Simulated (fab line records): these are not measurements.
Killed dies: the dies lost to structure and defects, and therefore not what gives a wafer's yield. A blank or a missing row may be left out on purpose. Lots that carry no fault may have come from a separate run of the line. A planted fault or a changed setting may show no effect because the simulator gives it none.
A lot that was struck, set against a sound lot	flow sky130	15 out of 708 route steps
Sound: the wafers L119.2, L119.5, L119.6. Wafers struck: L121.1, L121.2, L121.4. The cause comes at the end.
At each step with rows: each side's tool, then ch and its chambers, then its first start. Under that, the readings that differ: sound wafers	struck wafers	difference of the means	sigmas: that difference in standard deviations of wafers without a fault.
alike: a reading whose means differ by less than 2 such deviations, as well as words and numbers matching on both sides. not compared: withheld readings; readings where some wafer has no value; bounds like >300 that might hide an equal value; numbers whose values overlap and for which the record gives no deviation.
The two part at a step that has a row with sigmas, a row that says differs or no value, or rows on one side only. When numbers do not overlap yet have no deviation, they are printed without sigmas and do not part them. A reading missing from all wafers of one side parts the sides only when that side holds two or more wafers.

first, 5 steps without rows for these wafers: SKY_LDD_N_COAT_02 (resist thk 300 nm); SKY_LDD_N_SOFTBAKE_03 (time 60 s); SKY_LDD_N_EXPOSE_04 (exposes mask NTM, target cd 840 nm); SKY_LDD_N_PEB_05; SKY_LDD_N_DEVELOP_06 (develop time 60 s).
SKY_LDD_N_OVL_MEAS_07:
  struck on overlay-01, day 18 05:52; sound on overlay-02, day 17 18:47
  alike: LDD_N_OVL
then, 6 steps without rows for these wafers: SKY_LDD_N_IMPLANT_08; SKY_LDD_N_IMPLANT_09; SKY_LDD_N_IMPLANT_10; SKY_LDD_N_IMPLANT_11; SKY_LDD_N_IMPLANT_12; SKY_LDD_N_IMPLANT_13.
SKY_LDD_N_IMPLANT_14:
  sound on implanter-03 ch 0, day 17 19:44; struck on implanter-03 ch 0, day 18 07:08
  alike: dose-ions-cm2, faraday-current-uA, tilt-deg
next, for these wafers, 1 step has no rows: SKY_LDD_N_IMPLANT_15.
-- here the record skips 28 days between the struck wafers' starts before and after, leaving off in module LDD_N and picking up in module PAD_OPEN (first step shown: number 708 of the route) --
SKY_PAD_OPEN_PROBE_99:
  struck on prober-01, day 46 14:02; sound on prober-01, day 45 17:02
reading	sound	struck	difference	sigmas
model.etest.nfet_01v8.r-on-ohm-um	835.7 819.3 851.8	892 885.6 893.5	+55	
model.etest.nfet_01v8_lvt.drive-ua-um	563.7 581.5 565.1	529.7 535.7 525	-40.0	
model.etest.nfet_01v8_swapped.drive-ua-um	497.9 513.5 497.8	451.9 457.8 453.3	-48.7	
model.etest.nfet_01v8.drive-ua-um	502.6 510.3 491.2	457.7 459.2 457.4	-43.3	
model.etest.sram-nfet-pass.drive-ua-um	478.1 494.2 480.5	436.5 452.9 448.5	-38.3	
model.etest.nfet_01v8_turned.drive-ua-um	496.6 512.4 493.1	471.6 472.6 469.2	-29.6	
model.etest.tip-n.rs-ohm-sq	438.1 439.3 438.3	456.3 455.7 456	+17.4	
model.etest.nfet_01v8_swapped.off-log10-a-um	-13.34 -13.37 -13.44	-13.62 -13.49 -13.61	-0.19	
  alike: killed_at_M0_to_M3, killed_at_M4_up, killed-at-contacts, killed-at-front-end, killed-at-other, killed-dies, killed-open, killed-short

## WHERE THEY PART
Nowhere in this record.

WHY: whatever the simulator had introduced
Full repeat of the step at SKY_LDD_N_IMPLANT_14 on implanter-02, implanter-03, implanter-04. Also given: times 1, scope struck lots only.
